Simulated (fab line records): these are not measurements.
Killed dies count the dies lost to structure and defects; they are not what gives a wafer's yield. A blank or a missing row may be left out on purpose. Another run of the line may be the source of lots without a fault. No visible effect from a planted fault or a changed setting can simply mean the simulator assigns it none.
A struck lot beside a sound one | flow sky130 | 17 out of 708 route steps
Sound: wafers L554.1, L554.3, L554.4. Struck: wafers L559.1, L559.3. (L559.5 of the same lot was not struck and is left out.) The cause comes at the end.
For every step that has rows: the tool of each side, followed by ch and its chambers, followed by its first start. Under that, the readings that differ: sound wafers | struck wafers | difference of the means | sigmas: that difference in standard deviations of wafers without a fault.
alike: words and numbers the same on both sides, and readings whose means are apart by under 2 such deviations; not compared: readings that were withheld, readings missing a value for some wafer, numbers with overlapping values and no deviation given by the record, and bounds like >300 which may hide the same value.
Wherever a step has rows on one side only, a row that says differs or no value, or a row with sigmas, the two part there. Numbers that have no deviation but don't overlap get no sigmas and don't part them. A reading that every wafer of one side lacks parts them only if that side has two wafers or more.

first, 5 steps without rows for these wafers: SKY_VIA4_COAT_06 (resist thk 1140 nm); SKY_VIA4_SOFTBAKE_07 (time 60 s); SKY_VIA4_EXPOSE_08 (exposes mask VIM4, target cd 800 nm); SKY_VIA4_PEB_09; SKY_VIA4_DEVELOP_10 (develop time 60 s).
SKY_VIA4_OVL_MEAS_11:
  struck on overlay-01, day 45 05:28; sound on overlay-01, day 43 11:22
  alike: VIA4_OVL
SKY_VIA4_ETCH_12: etches SiO2 in C4F8/O2/Ar, stops on TiN, target depth 580 nm.
  sound on rie diel-02 ch 0,1,3, day 43 11:24; struck on rie diel-01 ch 1,3, day 45 05:30
  alike: oes product au
SKY_VIA4_STRIP_13: strips in O2/N2.
  sound on plasma asher-04 ch 0,1, day 43 11:28; struck on plasma asher-04 ch 0, day 45 05:34
  alike: drypump motor current A, oes product au, strip time to endpoint s
  not compared: rf hours counter h
then, 3 steps without rows for these wafers: SKY_VIA4_STRIP_14 (strips in post etch residue remover, time 1200 s); SKY_VIA4_CLEAN_15 (cleans in IPA, time 180 s); SKY_VIA4_CLEAN_16 (cleans in O3/DIW).
SKY_VIA4_SPUTTER_17: material TiN, target thk 20 nm, time 80 s.
  struck on pvd sputter-03, day 45 06:21; sound on pvd sputter-01, day 43 12:04
  alike: throttle valve pct
SKY_VIA4_CVD_18: deposits W, target thk 505 nm, time 152.14 s.
  sound on cvd w-02 ch 0,1, day 43 12:07; struck on cvd w-02 ch 0, day 45 06:25
  reading                            | sound                | struck        | difference | sigmas
  heater power outer w (W)           | 482 484 544          | 704 719       | +208       | +11
  heater power w (W)                 | 800 810 890          | 1094 1096     | +262       | +9
  susceptor temp C (C)               | 400.35 400.17 399.94 | 442.24 442.62 | +42.28     | +99 or more
  model.W_of_VIA4_CVD_18.thk nm (nm) | 511.9 505.8 510      | 850.1 858.6   | +345.1     |
SKY_VIA4_RS_MEAS_19: measures by four-point-probe.
  struck on film metro-03, day 45 06:34; sound on film metro-01, day 43 12:17
  reading            | sound                | struck        | difference | sigmas
  VIA4_W_RS (ohm/sq) | 0.2239 0.2266 0.2242 | 0.1343 0.1326 | -0.0914    | -44
SKY_VIA4_THK_MEAS_20: measures by xrf.
  struck on film metro-03, day 45 06:41; sound on film metro-01, day 43 12:24
  reading         | sound       | struck  | difference | sigmas
  VIA4_W_THK (nm) | 531 525 527 | 899 915 | +379       | +54
SKY_VIA4_CMP_21: polishes, stops on SiO2, t overpolish 25 s, target thk 0 nm.
  sound on cmp-01 ch 0,1,3, day 43 12:28; struck on cmp-01 ch 0,2, day 45 06:52
  reading                | sound       | struck  | difference | sigmas
  time to endpoint s (s) | 125 120 124 | 203 207 | +82        | +20
  alike: motor current A, platen rpm
SKY_METAL5_SPUTTER_00: material Ti, target thk 15 nm, time 10 s.
  struck on pvd sputter-04, day 45 07:07; sound on pvd sputter-03, day 43 12:46
  alike: throttle valve pct

WHERE THEY PART
Last at SKY_VIA4_CMP_21 as far as this record goes, first at SKY_VIA4_CVD_18. Later steps at which nothing parts them and some readings are alike: SKY_METAL5_SPUTTER_00.

WHY: whatever the simulator had introduced
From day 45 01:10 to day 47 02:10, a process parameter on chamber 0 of cvd w-02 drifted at SKY_VIA4_CVD_18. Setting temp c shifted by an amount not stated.
